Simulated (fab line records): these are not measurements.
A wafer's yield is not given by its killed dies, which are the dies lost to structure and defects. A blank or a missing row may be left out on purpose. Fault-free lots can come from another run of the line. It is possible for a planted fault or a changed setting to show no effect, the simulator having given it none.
One fault seen from 2 desks | flow gf180mcu | every desk sees just its own numbers, and what lay behind them comes last

== FROM THE METROLOGY DESK ==
Lot by lot, what the gauges showed, no matter which tool ran the lot: averages of those sampled wafers that carry a number. The brackets show how far a lot's mean lies from the usual mean; more than 4 standard deviations puts the lot out of limits, marked OUT.
Columns: A = VT_IMPLANT_OVL at GF_VT_IMPLANT_OVL_MEAS_07, usual -0.3 nm; B = VT_IMPLANT_03_OVL at GF_VT_IMPLANT_OVL_MEAS_40, usual 0.7 nm
lot  | first seen here | A    | B
L920 | day 5 19:27     | -0.9 | 0.6
L921 | day 6 04:26     | 1.3  | -0.7
L922 | day 6 09:48     | 0.2  | -1.7
L923 | day 6 13:33     | -0.0 | -0.2
L924 | day 6 20:44     | -0.2 | 0.7
L926 | day 7 19:51     | -1.4 | 0.5
L927 | day 7 20:41     | -0.8 | -0.4
L930 | day 8 08:53     | -1.6 | 2.3
L931 | day 8 18:11     | -0.0 | 1.4
L934 | day 9 14:08     | -2.2 | 1.9
L937 | day 10 05:35    | -0.3 | -1.2
L941 | day 11 06:40    | -1.7 | 1.4
L942 | day 11 14:41    | 0.7  | 0.4
This desk's verdict: no lot among the 13 shows anything out of limits.

== FOR THE TOOL OWNER'S DESK: wet-bench-02 ==
The tool's own readings at GF_STI_WET_ETCH_17 (etches Si3N4 in H3PO4, target depth 45 nm, time 514 s): means of the sampled wafers that have a number, for each lot that ran on this tool. The brackets show how far a lot's mean lies from the usual mean; more than 4 standard deviations puts the lot out of limits, marked OUT.
Columns: A = bath-guard-temp-C at GF_STI_WET_ETCH_17, usual 160.0 C; B = temp-c at GF_STI_WET_ETCH_17, usual 159.98 C
lot  | first seen here | A               | B
L920 | day 2 06:58     | 160.1           | 160.12
L921 | day 2 12:46     | 160.0           | 159.87
L924 | day 3 03:04     | 159.6           | 160.04
L926 | day 3 15:04     | 159.9           | 160.04
L934 | day 5 06:55     | 147.2 (-26) OUT | 146.63 (-99 or more) OUT
This desk finds L934 out of limits, L934 being first, at day 5 06:55 (bath-guard-temp-C at GF_STI_WET_ETCH_17). L920, L921, L924, L926: within limits.

== ALL TOGETHER ==
The tool owner's desk could have raised an alarm at day 5 06:55, on L934.
At the metrology desk, nothing out of limits was observed.
The metrology desk holds a record of L934, inside its limits.
Of the lots named, all ran GF_STI_WET_ETCH_17 on wet-bench-02.

== WHAT THE SIMULATOR HAD INSERTED ==
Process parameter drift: wet-bench-02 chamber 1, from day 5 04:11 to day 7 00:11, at GF_STI_WET_ETCH_17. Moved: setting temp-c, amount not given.
Struck lots among those shown: L934.
Hours from the fault's start to each desk's first reading out of limits: the tool owner's desk, 3.
